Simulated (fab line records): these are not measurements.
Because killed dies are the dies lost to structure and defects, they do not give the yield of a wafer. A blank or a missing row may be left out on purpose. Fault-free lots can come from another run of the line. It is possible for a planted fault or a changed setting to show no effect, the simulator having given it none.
fab line records ; flow gf180mcu
record: lots: 6; wafers: 18; last-day: 34
route steps=602 shown VT_IMPLANT@131 MVSD@136 NWELL@137 LVPWELL@138 MVPSD@139 DUAL_GATE@141
lots with no fault: from the same line, run without faults
start-h: start of the lot's first displayed wafer, in hours after the record's first day ; wait-h: how many hours have passed since the lot's step before this one ; " identical to the entry in the row above ; L1.1+2: several wafers, shown together as one row ; - either no value or no given start ; * or withheld: withheld ; < > ~ a bound
route shown NAME@n: names a module that has steps shown in the file, with the first one's number in the route ; usual: the fault-free wafers' mean and standard deviation ; same: alike in all rows ; chamber/n: place in a boat ; sites: each site's reading ; _std_site: standard deviation across them ; _edge_site: inner sites' mean taken away from outer sites' mean ; radius-mm: how far each site lies from the wafer's centre ; mask NAME#n: copy n ; behind: tool/chamber where the wafer was last shaped ; hold: reason for holding the lot/hours on hold/outcome of the hold ; device: whichever transistor did not switch (one of n, p or np) ; end of line: tests run on the same wafers once the route is complete ; step lacking rows: just its recipe ; killed: not the wafer's yield, but the dies lost to structure and defects at the first sort ; map: the dies of a wafer, with x for killed, . for not killed, _ for no die there
set.NAME: the setting the step ran with; set.NAME@STEP: the setting that earlier step ran with ; model.NAME: the simulator's own value behind a step, which no gauge read
lots seen at some steps along the route; tables by step, rows by wafer
services: when a tool's chamber went out of use (start-h, in hours from the record's first day, below 0 if earlier), for how many hours, and the reason
== steps ==
step: GF_VT_IMPLANT_IMPLANT_41
recipe: species: As; energy-kev: 70; dose-cm2: 1.013e+12; tilt-deg: 7
step: GF_VT_IMPLANT_STRIP_42
recipe: chemistry: O2/N2; power-w: 1400; pressure-mtorr: 1500; platen-temp-c: 250; o2-flow-sccm: 3000; n2-flow-sccm: 300; overash-fraction: 0.5
usual: drypump-motor-current-A: 5.8/0.46; heater-power-w: 379/30; oes-product-au: 0.716/0.0049; strip-time-to-endpoint-s: 12.62/0.036
lot.wafer;tool;chamber;start-h;wait-h;drypump-motor-current-A;heater-power-w;oes-product-au;rf-hours-counter-h;strip-time-to-endpoint-s
L649.1;plasma-asher-02;1;204.33;0.1;5.7;332;0.717;10;12.61
L649.2;plasma-asher-02;0;204.33;0.1;6.8;336;0.720;10;12.64
L649.4;plasma-asher-02;1;204.33;0.1;5.6;331;0.722;-;12.65
L653.2;plasma-asher-03;0;231.64;0.1;6.2;373;0.721;62;12.58
L653.3;plasma-asher-03;0;231.64;0.1;6.2;369;0.706;-;12.63
L653.4;plasma-asher-03;1;231.64;0.1;5.3;370;0.715;-;12.61
L654.2;plasma-asher-04;0;241.79;0.1;5.6;390;0.714;42;12.61
L654.3;plasma-asher-04;0;241.79;0.1;5.6;406;0.715;-;12.57
L654.5;plasma-asher-04;1;241.79;0.1;5.6;436;0.709;-;12.58
L660.1;plasma-asher-03;0;280.19;0.1;6.2;377;0.721;68;12.66
L660.5;plasma-asher-03;1;280.19;0.1;5.4;375;0.717;-;12.66
L660.6;plasma-asher-03;0;280.19;0.1;6.2;371;0.721;-;12.70
L663.2;plasma-asher-04;1;301.29;0.1;5.6;433;0.707;49;12.65
L663.5;plasma-asher-04;0;301.29;0.1;5.6;397;0.712;-;12.66
L663.6;plasma-asher-04;1;301.29;0.1;5.6;407;0.727;-;12.64
L665.1;plasma-asher-02;1;313.34;0.1;5.6;336;0.717;18;12.62
L665.2;plasma-asher-02;0;313.34;0.1;6.8;333;0.713;18;12.63
L665.6;plasma-asher-02;1;313.34;0.1;5.6;343;0.720;-;12.62
step: GF_VT_IMPLANT_TW_MEAS_43
usual: VT_IMPLANT_4_TW: 686/4.1
lot.wafer;tool;chamber;start-h;wait-h;VT_IMPLANT_4_TW
L649.1;film-metro-03;-;204.43;0.1;683
L649.2;film-metro-03;-;204.43;0.1;679
L649.4;film-metro-03;-;204.43;0.1;681
L653.2;film-metro-02;-;231.75;0.1;684
L653.3;film-metro-02;-;231.75;0.1;683
L653.4;film-metro-02;-;231.75;0.1;676
L654.2;film-metro-02;-;241.90;0.1;686
L654.3;film-metro-02;-;241.90;0.1;683
L654.5;film-metro-02;-;241.90;0.1;687
L660.1;film-metro-02;-;280.29;0.1;681
L660.5;film-metro-02;-;280.29;0.1;682
L660.6;film-metro-02;-;280.29;0.1;684
L663.2;film-metro-02;-;301.40;0.1;673
L663.5;film-metro-02;-;301.40;0.1;676
L663.6;film-metro-02;-;301.40;0.1;679
L665.1;film-metro-02;-;313.44;0.1;684
L665.2;film-metro-02;-;313.44;0.1;686
L665.6;film-metro-02;-;313.44;0.1;687
step: GF_VT_IMPLANT_CLEAN_44
recipe: chemistry: SC1/SC2; mix: 1:4:20; temp-c: 70; time-s: 150; dry: n2-spin
step: GF_VT_IMPLANT_RTA_45
recipe: temp-c: 1050; time-s: 30; ambient: N2
usual: lamp-power-pct: 31.4/2.2; wafer_temp_C_max: 1056.6/1.7
lot.wafer;tool;chamber;start-h;wait-h;lamp-power-pct;wafer_temp_C_max
L649.1;rtp-anneal-01;0;204.54;0.0;33.4;1055.1
L649.2;rtp-anneal-01;0;204.54;0.0;33.4;1055.8
L649.4;rtp-anneal-01;0;204.54;0.0;33.4;1054.9
L653.2;rtp-anneal-01;0;231.86;0.0;33.4;1055.3
L653.3;rtp-anneal-01;0;231.86;0.0;33.4;1054.3
L653.4;rtp-anneal-01;0;231.86;0.0;33.4;1056.4
L654.2;rtp-anneal-02;0;242.02;0.0;29.0;1056.3
L654.3;rtp-anneal-02;0;242.02;0.0;29.0;1057.0
L654.5;rtp-anneal-02;0;242.02;0.0;29.0;1055.8
L660.1;rtp-anneal-02;0;280.40;0.0;29.0;1059.9
L660.5;rtp-anneal-02;0;280.40;0.0;29.0;1058.3
L660.6;rtp-anneal-02;0;280.40;0.0;29.0;1059.4
L663.2;rtp-anneal-02;0;301.51;0.0;29.0;1057.5
L663.5;rtp-anneal-02;0;301.51;0.0;29.0;1058.2
L663.6;rtp-anneal-02;0;301.51;0.0;29.0;1057.5
L665.1;rtp-anneal-01;0;313.55;0.0;33.5;1056.8
L665.2;rtp-anneal-01;0;313.55;0.0;33.4;1054.6
L665.6;rtp-anneal-01;0;313.55;0.0;33.5;1054.8
step: GF_VT_IMPLANT_RS_MEAS_46
recipe: thk-meas-gauge: four-point-probe
usual: MVSD_RS: 457.0/1.1
lot.wafer;tool;chamber;start-h;wait-h;MVSD_RS[ohm/sq]
L649.1;film-metro-03;-;204.64;0.1;458.1
L649.2;film-metro-03;-;204.64;0.1;458.2
L649.4;film-metro-03;-;204.64;0.1;456.6
L653.2;film-metro-03;-;231.97;0.1;457.8
L653.3;film-metro-03;-;231.97;0.1;458.0
L653.4;film-metro-03;-;231.97;0.1;456.7
L654.2;film-metro-03;-;242.12;0.1;457.2
L654.3;film-metro-03;-;242.12;0.1;457.7
L654.5;film-metro-03;-;242.12;0.1;457.9
L660.1;film-metro-04;-;280.50;0.1;457.5
L660.5;film-metro-04;-;280.50;0.1;456.9
L660.6;film-metro-04;-;280.50;0.1;457.0
L663.2;film-metro-03;-;301.62;0.1;456.1
L663.5;film-metro-03;-;301.62;0.1;456.9
L663.6;film-metro-03;-;301.62;0.1;458.0
L665.1;film-metro-01;-;313.65;0.1;455.7
L665.2;film-metro-01;-;313.65;0.1;456.2
L665.6;film-metro-01;-;313.65;0.1;456.7
step: GF_VT_IMPLANT_RS_MEAS_47
recipe: thk-meas-gauge: four-point-probe
usual: NWELL_RS: 487.7/1.2
lot.wafer;tool;chamber;start-h;wait-h;NWELL_RS[ohm/sq]
L649.1;film-metro-03;-;204.76;0.1;486.8
L649.2;film-metro-03;-;204.76;0.1;488.2
L649.4;film-metro-03;-;204.76;0.1;486.1
L653.2;film-metro-03;-;232.09;0.1;486.4
L653.3;film-metro-03;-;232.09;0.1;489.0
L653.4;film-metro-03;-;232.09;0.1;487.5
L654.2;film-metro-03;-;242.24;0.1;489.5
L654.3;film-metro-03;-;242.24;0.1;489.5
L654.5;film-metro-03;-;242.24;0.1;488.8
L660.1;film-metro-04;-;280.62;0.1;486.5
L660.5;film-metro-04;-;280.62;0.1;485.7
L660.6;film-metro-04;-;280.62;0.1;486.9
L663.2;film-metro-03;-;301.74;0.1;489.0
L663.5;film-metro-03;-;301.74;0.1;488.7
L663.6;film-metro-03;-;301.74;0.1;488.5
L665.1;film-metro-01;-;313.77;0.1;486.9
L665.2;film-metro-01;-;313.77;0.1;486.5
L665.6;film-metro-01;-;313.77;0.1;486.8
step: GF_VT_IMPLANT_RS_MEAS_48
recipe: thk-meas-gauge: four-point-probe
usual: LVPWELL_RS: 1196/3.3
lot.wafer;tool;chamber;start-h;wait-h;LVPWELL_RS[ohm/sq]
L649.1;film-metro-03;-;204.88;0.1;1193
L649.2;film-metro-03;-;204.88;0.1;1196
L649.4;film-metro-03;-;204.88;0.1;1196
L653.2;film-metro-03;-;232.21;0.1;1194
L653.3;film-metro-03;-;232.21;0.1;1200
L653.4;film-metro-03;-;232.21;0.1;1197
L654.2;film-metro-03;-;242.36;0.1;1197
L654.3;film-metro-03;-;242.36;0.1;1199
L654.5;film-metro-03;-;242.36;0.1;1200
L660.1;film-metro-04;-;280.74;0.1;1195
L660.5;film-metro-04;-;280.74;0.1;1194
L660.6;film-metro-04;-;280.74;0.1;1196
L663.2;film-metro-03;-;301.86;0.1;1195
L663.5;film-metro-03;-;301.86;0.1;1196
L663.6;film-metro-03;-;301.86;0.1;1195
L665.1;film-metro-01;-;313.89;0.1;1196
L665.2;film-metro-01;-;313.89;0.1;1194
L665.6;film-metro-01;-;313.89;0.1;1194
step: GF_VT_IMPLANT_RS_MEAS_49
recipe: thk-meas-gauge: four-point-probe
usual: MVPSD_RS: 1168/3.1
lot.wafer;tool;chamber;start-h;wait-h;MVPSD_RS[ohm/sq]
L649.1;film-metro-03;-;205.00;0.1;1174
L649.2;film-metro-03;-;205.00;0.1;1170
L649.4;film-metro-03;-;205.00;0.1;1172
L653.2;film-metro-03;-;232.33;0.1;1168
L653.3;film-metro-03;-;232.33;0.1;1171
L653.4;film-metro-03;-;232.33;0.1;1166
L654.2;film-metro-03;-;242.48;0.1;1174
L654.3;film-metro-03;-;242.48;0.1;1174
L654.5;film-metro-03;-;242.48;0.1;1174
L660.1;film-metro-04;-;280.86;0.1;1164
L660.5;film-metro-04;-;280.86;0.1;1162
L660.6;film-metro-04;-;280.86;0.1;1168
L663.2;film-metro-03;-;301.98;0.1;1171
L663.5;film-metro-03;-;301.98;0.1;1168
L663.6;film-metro-03;-;301.98;0.1;1169
L665.1;film-metro-01;-;314.01;0.1;1166
L665.2;film-metro-01;-;314.01;0.1;1166
L665.6;film-metro-01;-;314.01;0.1;1171
step: GF_VT_IMPLANT_WET_ETCH_50
recipe: chemistry: dHF; target-depth-nm: 20; target: SiO2; temp-c: 25; dilution: 100:1; time-s: 400
step: GF_DUAL_GATE_CLEAN_00
recipe: chemistry: SC1/SC2; mix: 1:4:20; temp-c: 70; time-s: 150
step: GF_DUAL_GATE_CLEAN_01
recipe: chemistry: dHF; time-s: 20; dilution: 100:1; dry: ipa-marangoni
step: GF_DUAL_GATE_OXIDATION_02
recipe: temp-c: 900; ambient: O2; stabilise-s: 600; purge-s: 300; target-thk-a: 108.87; ox-time-s: 1602
usual: ox-temp-c: 900.0/0.33; ox-temp-c-max: 903.1/0.53
lot.wafer;tool;chamber;start-h;wait-h;ox-temp-c;ox-temp-c-max
L649.1;furnace-01;0;206.11;0.8;900.0;903.5
L649.2;furnace-01;0;206.11;0.8;899.8;902.8
L649.4;furnace-01;0;206.11;0.8;899.7;903.0
L653.2;furnace-02;-;232.61;0.0;-;-
L653.3;furnace-02;-;232.61;0.0;-;-
L653.4;furnace-02;-;232.61;0.0;-;-
L654.2;furnace-02;-;244.59;1.8;-;-
L654.3;furnace-02;-;244.59;1.8;-;-
L654.5;furnace-02;-;244.59;1.8;-;-
L660.1;furnace-01;0;281.16;0.0;900.1;903.4
L660.5;furnace-01;0;281.16;0.0;899.7;903.0
L660.6;furnace-01;0;281.16;0.0;900.1;904.1
L663.2;furnace-02;0;302.26;0.0;900.4;903.6
L663.5;furnace-02;0;302.26;0.0;899.9;903.7
L663.6;furnace-02;0;302.26;0.0;900.2;902.6
L665.1;furnace-02;0;314.90;0.6;900.6;904.1
L665.2;furnace-02;0;314.90;0.6;900.0;902.5
L665.6;furnace-02;0;314.90;0.6;899.9;903.2
== services ==
tool;chamber;start-h;hours;kind
furnace-01;-;194.67;1.7;repair
plasma-asher-04;-;205.41;1.7;repair
furnace-01;-;207.56;2.0;pm
plasma-asher-02;-;221.07;2.8;pm
furnace-01;-;241.73;3.9;pm
plasma-asher-02;-;254.07;18.4;pm
rtp-anneal-01;-;269.82;0.9;pm
furnace-02;-;276.54;3.9;pm
plasma-asher-02;-;295.26;9.8;repair
== key ==
first-sign: step: GF_DUAL_GATE_OXIDATION_02; reading: tool-record; direction: missing
effect none on later readings
met-at GF_DUAL_GATE_OXIDATION_02
struck-wafers L653.2,L653.3,L653.4,L654.2,L654.3,L654.5
later-rows-left-out L653.2,L653.3,L653.4,L654.2,L654.3,L654.5
sort-left-out L653.2,L653.3,L653.4,L654.2,L654.3,L654.5
tester-left-out L653,L654
fault: kind: skipped-step-whole; tool: furnace-02; chamber: -; onset-h: 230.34; steps: GF_DUAL_GATE_OXIDATION_02; scope: struck-lots-only
tester-left-out: of these lots the tester's yield and bins aren't shown, on N5 and GAA mostly nor the transistor test; their killed dies are dies lost to structure and defects alone, not to doping, threshold or leakage, so they don't give the yield
sort-left-out: the simulated sort isn't trusted on such a fault, so these wafers' sort isn't shown, and their yield isn't known
later-rows-left-out: the simulator's readings of these wafers behind a module that went badly wrong aren't trusted and aren't shown, but for the sort
